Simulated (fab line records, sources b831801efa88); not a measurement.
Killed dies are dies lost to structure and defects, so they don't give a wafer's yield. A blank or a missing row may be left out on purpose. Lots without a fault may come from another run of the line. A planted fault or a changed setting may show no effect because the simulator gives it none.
Which tool did it? | flow gf180mcu | 24 lots, 72 wafers sampled, at 6 steps of a route of 602

WHAT THE GAUGES READ, wafer by wafer
GF_V4_OVL_MEAS_15.
lot  | measured     | on         | V4_OVL (nm)
L074 | day 24 09:01 | overlay-02 | -5 -10 1
L075 | day 24 15:37 | overlay-02 | -4 1 3
L076 | day 25 03:40 | overlay-02 | -8 -2 -10
L077 | day 25 14:26 | overlay-02 | -6 -3 0
L078 | day 25 20:31 | overlay-01 | 3 -13 -3
L079 | day 26 06:19 | overlay-01 | 3 -2 -3
L080 | day 26 14:28 | overlay-02 | -7 -2 -5
L081 | day 26 17:46 | overlay-02 | -8 -5 2
L082 | day 27 06:02 | overlay-01 | 4 -4 -4
L083 | day 27 07:01 | overlay-01 | -6 -9 -3
L084 | day 27 18:26 | overlay-01 | -12 -4 -11
L085 | day 27 21:20 | overlay-02 | -7 0 -6
L086 | day 28 16:08 | overlay-02 | 4 -10 -8
L087 | day 28 17:34 | overlay-02 | 2 -9 -10
L088 | day 28 21:22 | overlay-01 | -5 8 -5
L089 | day 29 11:25 | overlay-02 | -6 -5 -10
L090 | day 29 14:10 | overlay-02 | -4 1 -2
L091 | day 29 19:46 | overlay-01 | -10 -6 -4
L092 | day 30 04:40 | overlay-01 | 11 -12 6
L093 | day 30 14:14 | overlay-02 | -8 -14 -11
L094 | day 30 16:44 | overlay-02 | -6 -9 -6
L096 | day 31 04:50 | overlay-01 | -5 5 -3
L095 | day 31 06:23 | overlay-02 | -3 -9 7
L097 | day 31 06:49 | overlay-02 | -2 4 0

WHICH TOOL RAN EACH LOT (tool, then ch and the chambers of the sampled wafers, then the start)
lot  | GF_V2_CVD_02                    | GF_M3_SPUTTER_03             | GF_V3_ETCH_16                      | GF_V3_ETCH_17                                 | GF_M4_SPUTTER_04
L074 | pecvd-02 ch 0,2, day 19 05:31   | pvd_sputter-04, day 20 08:20 | rie_diel-02 ch 0,2,3, day 22 09:16 | rie_diel-02 ch 0,2,3, day 22 10:49 or earlier | pvd_sputter-03, day 22 10:49
L075 | pecvd-04 ch 0,1,2, day 19 12:47 | pvd_sputter-04, day 20 15:36 | rie_diel-01 ch 0,1,3, day 22 15:47 | rie_diel-01 ch 0,1,3, day 22 17:19 or earlier | pvd_sputter-01, day 22 17:19
L076 | pecvd-02 ch 0,1,2, day 20 01:22 | pvd_sputter-04, day 21 03:59 | rie_diel-01 ch 0,1,2, day 23 04:02 | rie_diel-01 ch 0,1,2, day 23 05:50 or earlier | pvd_sputter-03, day 23 05:50
L077 | pecvd-03 ch 0,1,2, day 20 12:17 | pvd_sputter-03, day 21 14:00 | rie_diel-01 ch 1,2,3, day 23 15:06 | rie_diel-01 ch 1,2,3, day 23 16:55 or earlier | pvd_sputter-01, day 23 16:55
L078 | pecvd-04 ch 0,2, day 20 19:19   | pvd_sputter-02, day 21 22:59 | rie_diel-04 ch 0,1,3, day 23 22:19 | rie_diel-04 ch 0,1,3, day 23 23:53 or earlier | pvd_sputter-03, day 23 23:53
L079 | pecvd-04 ch 1,2, day 21 06:50   | pvd_sputter-03, day 22 08:46 | rie_diel-04 ch 0,1,2, day 24 07:40 | rie_diel-04 ch 0,1,2, day 24 09:13 or earlier | pvd_sputter-04, day 24 09:13
L080 | pecvd-03 ch 0,1,2, day 21 16:26 | pvd_sputter-04, day 22 17:25 | rie_diel-04 ch 0,1,2, day 24 16:00 | rie_diel-04 ch 0,1,2, day 24 17:33 or earlier | pvd_sputter-03, day 24 17:33
L081 | pecvd-03 ch 0,2, day 21 21:38   | pvd_sputter-03, day 22 22:25 | rie_diel-01 ch 0,2,3, day 24 20:02 | rie_diel-01 ch 0,2,3, day 24 21:35 or earlier | pvd_sputter-04, day 24 21:35
L082 | pecvd-04 ch 0,1,2, day 22 09:29 | pvd_sputter-03, day 23 10:25 | rie_diel-04 ch 0,2, day 25 08:44   | rie_diel-04 ch 0,2, day 25 10:24 or earlier   | pvd_sputter-04, day 25 10:24
L083 | pecvd-03 ch 0,1,2, day 22 12:55 | pvd_sputter-03, day 23 13:40 | rie_diel-04 ch 0,2, day 25 10:00   | rie_diel-04 ch 0,2, day 25 11:46 or earlier   | pvd_sputter-01, day 25 11:46
L084 | pecvd-03 ch 1,2, day 23 02:00   | pvd_sputter-02, day 24 03:15 | rie_diel-02 ch 2,3, day 25 23:21   | rie_diel-02 ch 2,3, day 26 00:53 or earlier   | pvd_sputter-01, day 26 00:53
L085 | pecvd-02 ch 0,1, day 23 04:38   | pvd_sputter-03, day 24 04:56 | rie_diel-04 ch 2,3, day 26 01:41   | rie_diel-04 ch 2,3, day 26 03:13 or earlier   | pvd_sputter-04, day 26 03:13
L086 | pecvd-02 ch 0,1,2, day 24 02:00 | pvd_sputter-03, day 25 02:09 | rie_diel-01 ch 0,1,3, day 26 20:53 | rie_diel-01 ch 0,1,3, day 26 22:25 or earlier | pvd_sputter-01, day 26 22:25
L087 | pecvd-04 ch 0,2, day 24 03:29   | pvd_sputter-04, day 25 03:44 | rie_diel-04 ch 0,1,3, day 26 22:28 | rie_diel-04 ch 0,1,3, day 27 00:02 or earlier | pvd_sputter-04, day 27 00:02
L088 | pecvd-04 ch 1,2, day 24 08:37   | pvd_sputter-04, day 25 08:25 | rie_diel-04 ch 0,1,3, day 27 03:16 | rie_diel-04 ch 0,1,3, day 27 04:49 or earlier | pvd_sputter-03, day 27 04:49
L089 | pecvd-03 ch 0,1,2, day 24 23:51 | pvd_sputter-03, day 25 23:07 | rie_diel-04 ch 1,3, day 27 17:07   | rie_diel-04 ch 1,3, day 27 18:59 or earlier   | pvd_sputter-01, day 27 18:59
L090 | pecvd-02 ch 0,1, day 25 02:22   | pvd_sputter-02, day 26 01:31 | rie_diel-01 ch 0,1, day 27 19:59   | rie_diel-01 ch 0,1, day 27 21:37 or earlier   | pvd_sputter-04, day 27 21:37
L091 | pecvd-02 ch 1,2, day 25 09:11   | pvd_sputter-02, day 26 08:38 | rie_diel-04 ch 2,3, day 28 02:35   | rie_diel-04 ch 2,3, day 28 04:07 or earlier   | pvd_sputter-04, day 28 04:07
L092 | pecvd-04 ch 1,2, day 25 18:58   | pvd_sputter-04, day 26 18:20 | rie_diel-02 ch 1,3, day 28 11:49   | rie_diel-02 ch 1,3, day 28 13:22 or earlier   | pvd_sputter-04, day 28 13:22
L093 | pecvd-02 ch 0,1,2, day 26 06:47 | pvd_sputter-02, day 27 05:27 | rie_diel-04 ch 0,2,3, day 28 21:32 | rie_diel-04 ch 0,2,3, day 28 23:06 or earlier | pvd_sputter-01, day 28 23:06
L094 | pecvd-03 ch 0,2, day 26 08:51   | pvd_sputter-04, day 27 07:11 | rie_diel-01 ch 0,2,3, day 28 23:53 | rie_diel-01 ch 0,2,3, day 29 01:25 or earlier | pvd_sputter-04, day 29 01:25
L096 | pecvd-03 ch 0,1,2, day 26 22:50 | pvd_sputter-03, day 27 20:47 | rie_diel-04 ch 0,1,2, day 29 13:23 | rie_diel-04 ch 0,1,2, day 29 14:55 or earlier | pvd_sputter-04, day 29 14:55
L095 | pecvd-03 ch 0,1, day 27 01:23   | pvd_sputter-02, day 27 23:36 | rie_diel-04 ch 0,2,3, day 29 15:09 | rie_diel-04 ch 0,2,3, day 29 16:41 or earlier | pvd_sputter-01, day 29 16:41
L097 | pecvd-04 ch 0,1, day 27 01:29   | pvd_sputter-04, day 28 00:02 | rie_diel-01 ch 0,1,2, day 29 16:09 | rie_diel-01 ch 0,1,2, day 29 17:41 or earlier | pvd_sputter-01, day 29 17:41
- GF_V2_CVD_02: deposits SiO2 from TEOS, target thk 850 nm, time 94.851 s.
- GF_M3_SPUTTER_03: material Ti, target thk 10 nm, time 6.7 s.
- GF_V3_ETCH_16: etches BARC in N2/H2.
- GF_V3_ETCH_17: etches SiO2 in C4F8/O2/Ar, stops on TiN, target depth 635 nm.
- GF_M4_SPUTTER_04: material TiN, target thk 50 nm, time 41.7 s.

WHAT THE TOOLS THEMSELVES READ (means of the sampled wafers that have a number; where no wafer has one, the mark that the record gives instead)
GF_V2_CVD_02.
lot  | tool     | heater_power_w (W) | rf_fwd_power_W (W)
L074 | pecvd-02 | 779                | 598.3
L075 | pecvd-04 | 693                | 595.7
L076 | pecvd-02 | 736                | 596.6
L077 | pecvd-03 | 730                | 595.4
L078 | pecvd-04 | 778                | 596.7
L079 | pecvd-04 | 727                | 595.7
L080 | pecvd-03 | 662                | 596.4
L081 | pecvd-03 | 637                | 599.6
L082 | pecvd-04 | 682                | 595.4
L083 | pecvd-03 | 729                | 593.9
L084 | pecvd-03 | 616                | 596.9
L085 | pecvd-02 | 759                | 596.5
L086 | pecvd-02 | 712                | 597.8
L087 | pecvd-04 | 828                | 595.2
L088 | pecvd-04 | 773                | 595.1
L089 | pecvd-03 | 659                | 594.2
L090 | pecvd-02 | 632                | 597.8
L091 | pecvd-02 | 556                | 598.9
L092 | pecvd-04 | 657                | 595.7
L093 | pecvd-02 | 693                | 595.9
L094 | pecvd-03 | 651                | 596.9
L096 | pecvd-03 | 686                | 597.0
L095 | pecvd-03 | 706                | 595.5
L097 | pecvd-04 | 646                | 596.4

GF_M3_SPUTTER_03.
lot  | tool           | throttle_valve_pct (%)
L074 | pvd_sputter-04 | 29.0
L075 | pvd_sputter-04 | 30.1
L076 | pvd_sputter-04 | 29.5
L077 | pvd_sputter-03 | 29.7
L078 | pvd_sputter-02 | 30.2
L079 | pvd_sputter-03 | 29.1
L080 | pvd_sputter-04 | 30.2
L081 | pvd_sputter-03 | 29.2
L082 | pvd_sputter-03 | 29.2
L083 | pvd_sputter-03 | 30.0
L084 | pvd_sputter-02 | 29.8
L085 | pvd_sputter-03 | 29.0
L086 | pvd_sputter-03 | 28.3
L087 | pvd_sputter-04 | 28.8
L088 | pvd_sputter-04 | 29.5
L089 | pvd_sputter-03 | 30.0
L090 | pvd_sputter-02 | 29.9
L091 | pvd_sputter-02 | 29.6
L092 | pvd_sputter-04 | 28.7
L093 | pvd_sputter-02 | 30.2
L094 | pvd_sputter-04 | 29.4
L096 | pvd_sputter-03 | 29.9
L095 | pvd_sputter-02 | 30.0
L097 | pvd_sputter-04 | 28.5

GF_V3_ETCH_16.
lot  | tool        | chamber_pressure_mTorr (mTorr) | drypump_motor_current_A (A) | oes_product_au (a.u.) | rf_fwd_power_W (W) | throttle_valve_pct (%)
L074 | rie_diel-02 | 30.006                         | 6.1                         | 0.854                 | 495.0              | 13.220
L075 | rie_diel-01 | 30.001                         | 5.4                         | 0.850                 | 495.6              | 13.224
L076 | rie_diel-01 | 30.000                         | 5.3                         | 0.853                 | 494.9              | 13.221
L077 | rie_diel-01 | 30.015                         | 5.6                         | 0.857                 | 496.4              | 13.222
L078 | rie_diel-04 | 29.997                         | 5.8                         | 0.856                 | 494.8              | 13.222
L079 | rie_diel-04 | 29.996                         | 5.6                         | 0.859                 | 495.9              | 13.215
L080 | rie_diel-04 | 30.011                         | 5.6                         | 0.861                 | 496.1              | 13.231
L081 | rie_diel-01 | 29.996                         | 5.6                         | 0.855                 | 496.3              | 13.225
L082 | rie_diel-04 | 30.017                         | 5.4                         | 0.855                 | 494.9              | 13.224
L083 | rie_diel-04 | 30.002                         | 5.3                         | 0.854                 | 495.8              | 13.233
L084 | rie_diel-02 | 29.976                         | 6.1                         | 0.857                 | 495.7              | 13.225
L085 | rie_diel-04 | 29.995                         | 5.7                         | 0.853                 | 496.1              | 13.223
L086 | rie_diel-01 | 29.985                         | 5.4                         | 0.851                 | 497.0              | 13.230
L087 | rie_diel-04 | 29.977                         | 5.9                         | 0.856                 | 493.7              | 13.231
L088 | rie_diel-04 | 30.031                         | 5.9                         | 0.855                 | 494.7              | 13.235
L089 | rie_diel-04 | 29.998                         | 6.1                         | 0.854                 | 494.0              | 13.226
L090 | rie_diel-01 | 30.004                         | 5.1                         | 0.850                 | 498.4              | 13.224
L091 | rie_diel-04 | 29.986                         | 5.9                         | 0.855                 | 495.3              | 13.230
L092 | rie_diel-02 | 29.983                         | 6.3                         | 0.854                 | 497.7              | 13.222
L093 | rie_diel-04 | 30.015                         | 5.6                         | 0.849                 | 494.2              | 13.224
L094 | rie_diel-01 | 30.011                         | 5.6                         | 0.859                 | 497.3              | 13.222
L096 | rie_diel-04 | 30.021                         | 5.6                         | 0.853                 | 494.7              | 13.231
L095 | rie_diel-04 | 29.976                         | 5.6                         | 0.853                 | 496.4              | 13.233
L097 | rie_diel-01 | 30.022                         | 5.3                         | 0.858                 | 496.6              | 13.214

GF_V3_ETCH_17.
lot  | tool        | chamber_pressure_mTorr (mTorr) | oes_product_au (a.u.) | rf_fwd_power_W (W)
L074 | rie_diel-02 | 40.00                          | 0.853                 | 1498
L075 | rie_diel-01 | 40.00                          | 0.859                 | 1488
L076 | rie_diel-01 | 40.03                          | 0.852                 | 1498
L077 | rie_diel-01 | 40.01                          | 0.853                 | 1492
L078 | rie_diel-04 | 39.95                          | 0.859                 | 1494
L079 | rie_diel-04 | 40.00                          | 0.857                 | 1491
L080 | rie_diel-04 | 39.99                          | 0.857                 | 1497
L081 | rie_diel-01 | 40.01                          | 0.858                 | 1494
L082 | rie_diel-04 | 39.97                          | 0.853                 | 1493
L083 | rie_diel-04 | 40.00                          | 0.857                 | 1496
L084 | rie_diel-02 | 39.97                          | 0.860                 | 1493
L085 | rie_diel-04 | 40.03                          | 0.855                 | 1495
L086 | rie_diel-01 | 40.07                          | 0.853                 | 1496
L087 | rie_diel-04 | 40.02                          | 0.862                 | 1495
L088 | rie_diel-04 | 39.99                          | 0.861                 | 1492
L089 | rie_diel-04 | 39.98                          | 0.853                 | 1496
L090 | rie_diel-01 | 39.98                          | 0.858                 | 1496
L091 | rie_diel-04 | 40.00                          | 0.856                 | 1494
L092 | rie_diel-02 | 40.02                          | 0.854                 | 1498
L093 | rie_diel-04 | 39.99                          | 0.851                 | 1490
L094 | rie_diel-01 | 39.98                          | 0.856                 | 1491
L096 | rie_diel-04 | 39.98                          | 0.858                 | 1497
L095 | rie_diel-04 | 40.00                          | 0.851                 | 1491
L097 | rie_diel-01 | 39.96                          | 0.858                 | 1490

GF_M4_SPUTTER_04.
lot  | tool           | throttle_valve_pct (%)
L074 | pvd_sputter-03 | 29.2
L075 | pvd_sputter-01 | 30.2
L076 | pvd_sputter-03 | 29.3
L077 | pvd_sputter-01 | 29.1
L078 | pvd_sputter-03 | 29.0
L079 | pvd_sputter-04 | 29.9
L080 | pvd_sputter-03 | 29.4
L081 | pvd_sputter-04 | 29.5
L082 | pvd_sputter-04 | 29.5
L083 | pvd_sputter-01 | 30.7
L084 | pvd_sputter-01 | 29.3
L085 | pvd_sputter-04 | 29.5
L086 | pvd_sputter-01 | 29.7
L087 | pvd_sputter-04 | 28.8
L088 | pvd_sputter-03 | 29.6
L089 | pvd_sputter-01 | 29.9
L090 | pvd_sputter-04 | 30.5
L091 | pvd_sputter-04 | 29.2
L092 | pvd_sputter-04 | 30.4
L093 | pvd_sputter-01 | 29.6
L094 | pvd_sputter-04 | 29.4
L096 | pvd_sputter-04 | 30.0
L095 | pvd_sputter-01 | 29.1
L097 | pvd_sputter-01 | 30.8

THE ANSWER, worked out from the rows above alone
Rule: what is usual is taken from the lots themselves. Put in order of their means at a reading, lots are off if they are a third of the lots or fewer, leave a main group of 4 or more, and stand apart from it by a gap of 3 or more times the standard deviation of the main group's means; of several such gaps the widest counts. A main group whose means are all the same, to the digits that the tables above print for the reading, isn't used. A lot without any number at a reading at which 4 lots or more have one is off too. The other lots that the step has rows for count as sound. The gauges are gone through in route order, then the tools' own readings, and for those a lot's mean is taken as printed above. The first step at which some lot is off is used, and at that step the reading that is off furthest; a lot without a number counts as furthest.
No lot is off at any reading shown: from this, nothing can be told.

WHAT THE SIMULATOR HAD PUT IN
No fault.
